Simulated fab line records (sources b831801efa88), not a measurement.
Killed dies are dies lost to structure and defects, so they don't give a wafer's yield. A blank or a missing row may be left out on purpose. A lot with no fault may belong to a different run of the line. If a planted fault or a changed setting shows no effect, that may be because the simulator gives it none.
Matching of chambers :: flow sky130 :: SKY_VIA2_CMP_24 on cmp-02: 4 sister chambers
The step polishes, stops on SiO2, t overpolish 20 s, target thk 0 nm. 4 wafers are shown with their chamber, then 10 later ones without.

## EACH WAFER AND ITS CHAMBER
wafer: L086.1
chamber: 2
motor-current-A (A): 10.9

wafer: L086.5
chamber: 1
motor-current-A (A): 9.8

wafer: L087.1
chamber: 0
motor-current-A (A): 11.5

wafer: L087.2
chamber: 3
motor-current-A (A): 12.8

## WAFERS WITH NO CHAMBER GIVEN
wafer: L087.5
motor-current-A (A): 13.0

wafer: L090.2
motor-current-A (A): 13.2

wafer: L090.4
motor-current-A (A): 10.7

wafer: L090.6
motor-current-A (A): 10.6

wafer: L093.1
motor-current-A (A): 10.1

wafer: L093.4
motor-current-A (A): 11.5

wafer: L093.5
motor-current-A (A): 10.2

wafer: L094.1
motor-current-A (A): 10.0

wafer: L094.4
motor-current-A (A): 11.7

wafer: L094.5
motor-current-A (A): 12.7

## WHICH CHAMBER EACH WENT THROUGH
wafer: L087.5
from the rows above: 3
in truth: 3

wafer: L090.2
from the rows above: 3
in truth: 3

wafer: L090.4
from the rows above: 2
in truth: 2

wafer: L090.6
from the rows above: can't be placed: 2 or 1
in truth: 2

wafer: L093.1
from the rows above: can't be placed: 1 or 2
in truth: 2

wafer: L093.4
from the rows above: 0
in truth: 0

wafer: L093.5
from the rows above: can't be placed: 1 or 2
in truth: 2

wafer: L094.1
from the rows above: 1
in truth: 1

wafer: L094.4
from the rows above: 0
in truth: 0

wafer: L094.5
from the rows above: 3
in truth: 3
Correctly placed: 7 of 10. From these rows, 3 cannot be placed; in 3 the true chamber is one of the candidates. 0 placed wrongly.
How it was worked out, from the rows above alone: a wafer's distance from a chamber is the root of the sum, over the readings, of the square of ((its reading less the chamber's mean) divided by the reading's scatter). The wafer belongs to the nearest chamber; if the next one is less than 2 further off, it can't be placed. Each chamber's mean is taken over the wafers shown for it. The scatter: with one shown wafer a chamber, the root of the mean of the squares of how far each hidden wafer lies from its nearest shown one.
